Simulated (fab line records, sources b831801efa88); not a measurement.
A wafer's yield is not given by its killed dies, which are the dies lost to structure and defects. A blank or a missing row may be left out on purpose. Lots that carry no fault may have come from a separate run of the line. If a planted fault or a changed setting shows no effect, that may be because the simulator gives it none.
One fault through the eyes of 2 desks || flow sfqLine || what lay behind the numbers comes last; until then each desk has only its own

DESK OF THE TOOL OWNER: rieDiel-01
The tool's own readings at SFQ_TRILAYER_I2_VIA_BARC_OPEN_VIA_ETCH_096 (etches BARC in O2, target depth 125 nm, time 41.7 s): means of the sampled wafers that have a number, for each lot that ran on this tool. Marked OUT: a lot whose mean sits more than 4 standard deviations from the usual mean, which makes it out of limits; the brackets give that distance.
Columns: A = drypumpMotorCurrentA at SFQ_TRILAYER_I2_VIA_BARC_OPEN_VIA_ETCH_096, usual 5.7 A; B = oesProductAu at SFQ_TRILAYER_I2_VIA_BARC_OPEN_VIA_ETCH_096, usual 0.686 a.u.; C = runLengthS at SFQ_TRILAYER_I2_VIA_BARC_OPEN_VIA_ETCH_096, usual 69.8 s
{"lot": "L182", "first seen here": "day 23 12:41", "A": 5.6, "B": 0.684, "C": 69.7}
{"lot": "L196", "first seen here": "day 29 08:52", "A": 6.0, "B": "0.884 (+43) OUT", "C": "58.1 (-24) OUT"}
{"lot": "L197", "first seen here": "day 29 22:04", "A": 5.5, "B": "0.884 (+43) OUT", "C": "58.6 (-23) OUT"}
{"lot": "L204", "first seen here": "day 32 01:40", "A": 5.5, "B": 0.686, "C": 69.9}
This desk's verdict: out of limits on L196, L197, starting with L196 at day 29 08:52 (oesProductAu at SFQ_TRILAYER_I2_VIA_BARC_OPEN_VIA_ETCH_096). Within limits: L182, L204.

AT THE METROLOGY DESK
Lot by lot, what the gauges showed, no matter which tool ran the lot: averages of those sampled wafers that carry a number. Marked OUT: a lot whose mean sits more than 4 standard deviations from the usual mean, which makes it out of limits; the brackets give that distance.
Columns: A = L0V_OVL at SFQ_L0V_OVL_MEAS_903, usual -2 nm
{"lot": "L181", "first seen here": "day 5 06:27", "A": -2}
{"lot": "L182", "first seen here": "day 5 16:03", "A": -9}
{"lot": "L183", "first seen here": "day 5 21:56", "A": 0}
{"lot": "L184", "first seen here": "day 6 02:50", "A": 2}
{"lot": "L185", "first seen here": "day 6 06:26", "A": 0}
{"lot": "L186", "first seen here": "day 6 10:02", "A": -8}
{"lot": "L187", "first seen here": "day 6 17:17", "A": -7}
{"lot": "L188", "first seen here": "day 7 01:32", "A": -3}
{"lot": "L196", "first seen here": "day 9 03:23", "A": -7}
{"lot": "L197", "first seen here": "day 9 08:11", "A": 0}
{"lot": "L198", "first seen here": "day 9 16:35", "A": -8}
{"lot": "L200", "first seen here": "day 10 00:59", "A": -6}
{"lot": "L203", "first seen here": "day 10 22:35", "A": 4}
{"lot": "L204", "first seen here": "day 11 05:47", "A": -8}
Result from this desk: across the 14 lots, nothing is out of limits.

ALL TOGETHER
On L196, L197, at day 29 08:52, an alarm was possible from the tool owner's desk.
Nothing out of limits was seen by the metrology desk.
The metrology desk has L196, L197 on record, within its limits.
SFQ_TRILAYER_I2_VIA_BARC_OPEN_VIA_ETCH_096 was run on rieDiel-01 by each of the lots named.

WHAT THE SIMULATOR HAD PUT IN
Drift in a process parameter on rieDiel-01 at SFQ_TRILAYER_I2_VIA_BARC_OPEN_VIA_ETCH_096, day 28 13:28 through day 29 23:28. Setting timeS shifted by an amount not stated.
Lots struck among those shown: L196, L197.
Hours from the fault's start to each desk's first reading out of limits: the tool owner's desk, 19.
